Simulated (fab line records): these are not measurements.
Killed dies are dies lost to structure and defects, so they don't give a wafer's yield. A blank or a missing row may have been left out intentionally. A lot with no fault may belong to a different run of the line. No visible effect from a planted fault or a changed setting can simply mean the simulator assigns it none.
Which tool is to blame? + flow sky130 + 11 lots (33 wafers sampled), 1 step of a 708-step route

## WHAT THE GAUGES SHOWED, per wafer
SKY_METAL3_CD_MEAS_13: target cd 300 nm.
| lot  | measured     | on        | cd_nm (nm)        |
|------|--------------|-----------|-------------------|
| L101 | day 38 22:41 | cd_sem-01 | 301.6 300.9 301.3 |
| L105 | day 40 09:32 | cd_sem-02 | 299.5 299.7 298.1 |
| L107 | day 41 06:22 | cd_sem-02 | 302.5 302.6 302.1 |
| L109 | day 42 06:25 | cd_sem-01 | 299.3 299.2 298.5 |
| L114 | day 43 04:22 | cd_sem-02 | 300.6 300.6 301.3 |
| L115 | day 43 07:20 | cd_sem-02 | 300.2 300.0 299.8 |
| L116 | day 43 16:05 | cd_sem-01 | 300.0 301.4 299.9 |
| L120 | day 44 11:50 | cd_sem-01 | 299.4 299.9 299.7 |
| L121 | day 45 08:26 | cd_sem-02 | 301.3 302.0 300.1 |
| L123 | day 45 10:32 | cd_sem-02 | 299.8 299.4 300.5 |
| L124 | day 45 11:50 | cd_sem-02 | 302.2 302.9 301.6 |

## WHICH TOOL RAN EACH LOT (tool, then ch and the chambers of the sampled wafers, then the start)
The record holds no process step before these readings.

## THE ANSWER, worked out from the rows above alone
Rule: the usual values come from the lots themselves. The widest of any qualifying gaps counts: lots, ordered by their means at a reading, are off when they make up no more than a third of the lots, leave a main group of 4 or more, and stand apart from it by 3 or more times the standard deviation of that group's means. A main group whose means are all the same, to the digits that the tables above print for the reading, isn't used. Also off: a lot with no number at a reading for which 4 or more lots have one. Any other lot the step has rows for is counted as sound.
Across all readings shown, no lot is off: no conclusion can be drawn from this.

## WHAT HAD BEEN PUT IN BY THE SIMULATOR
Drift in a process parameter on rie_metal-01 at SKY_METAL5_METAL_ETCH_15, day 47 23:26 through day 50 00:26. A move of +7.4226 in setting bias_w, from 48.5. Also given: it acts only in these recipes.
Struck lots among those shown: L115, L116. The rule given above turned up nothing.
